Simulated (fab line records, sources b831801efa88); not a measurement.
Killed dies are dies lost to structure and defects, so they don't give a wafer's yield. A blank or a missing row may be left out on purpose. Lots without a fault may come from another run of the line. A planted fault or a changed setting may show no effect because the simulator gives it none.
One fault seen from 2 desks | flow sky130 | each desk has only its own numbers; what lay behind them comes last

THE TOOL OWNER'S DESK: litho_track-01
The tool's own readings at SKY_LDD_LDN_SOFTBAKE_03 (time 60 s): means of the sampled wafers that have a number, for each lot that ran on this tool. A lot is out of limits, marked OUT, if its mean lies more than 4 standard deviations from the usual mean; the brackets give that distance.
Columns: A = run_length_s at SKY_LDD_LDN_SOFTBAKE_03, usual 89.21 s
lot  | first seen here | A
L309 | day 22 09:53    | 89.13
L316 | day 25 18:43    | 89.24
L317 | day 26 01:40    | 89.14
L330 | day 29 14:13    | 102.14 (+86) OUT
L331 | day 30 03:37    | 102.14 (+86) OUT
This desk's finding: out of limits on L330, L331; first on L330, day 29 14:13 (run_length_s at SKY_LDD_LDN_SOFTBAKE_03). In limits: L309, L316, L317.

THE METROLOGY DESK
What the gauges read, lot by lot, whatever tool the lot ran on: means of the sampled wafers that have a number. A lot is out of limits, marked OUT, if its mean lies more than 4 standard deviations from the usual mean; the brackets give that distance.
Columns: A = POLY_GATE_OVL at SKY_POLY_GATE_OVL_MEAS_14, usual 5 nm
lot  | first seen here | A
L309 | day 16 14:51    | -7
L310 | day 16 16:22    | 4
L311 | day 17 08:28    | 12
L314 | day 18 13:51    | 8
L316 | day 20 00:58    | -0
L315 | day 20 01:54    | -1
L317 | day 20 06:13    | 1
L318 | day 20 07:01    | 4
L319 | day 20 16:48    | 2
L320 | day 21 00:15    | 15
L323 | day 21 17:04    | 9
L330 | day 24 02:07    | 1
L331 | day 24 15:34    | 9
This desk's finding: nothing out of limits on any of the 13 lots.

PUT TOGETHER
The tool owner's desk could have raised an alarm at day 29 14:13, on L330, L331.
The metrology desk saw nothing out of limits.
The metrology desk has L330, L331 on record, within its limits.
Of the lots named, all ran SKY_LDD_LDN_SOFTBAKE_03 on litho_track-01.

WHAT THE SIMULATOR HAD PUT IN
Process parameter drift: litho_track-01, from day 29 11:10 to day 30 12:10, at SKY_LDD_LDN_SOFTBAKE_03. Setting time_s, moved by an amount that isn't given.
Lots struck among those shown: L330, L331.
Hours from the fault's start to each desk's first reading out of limits: the tool owner's desk, 3.
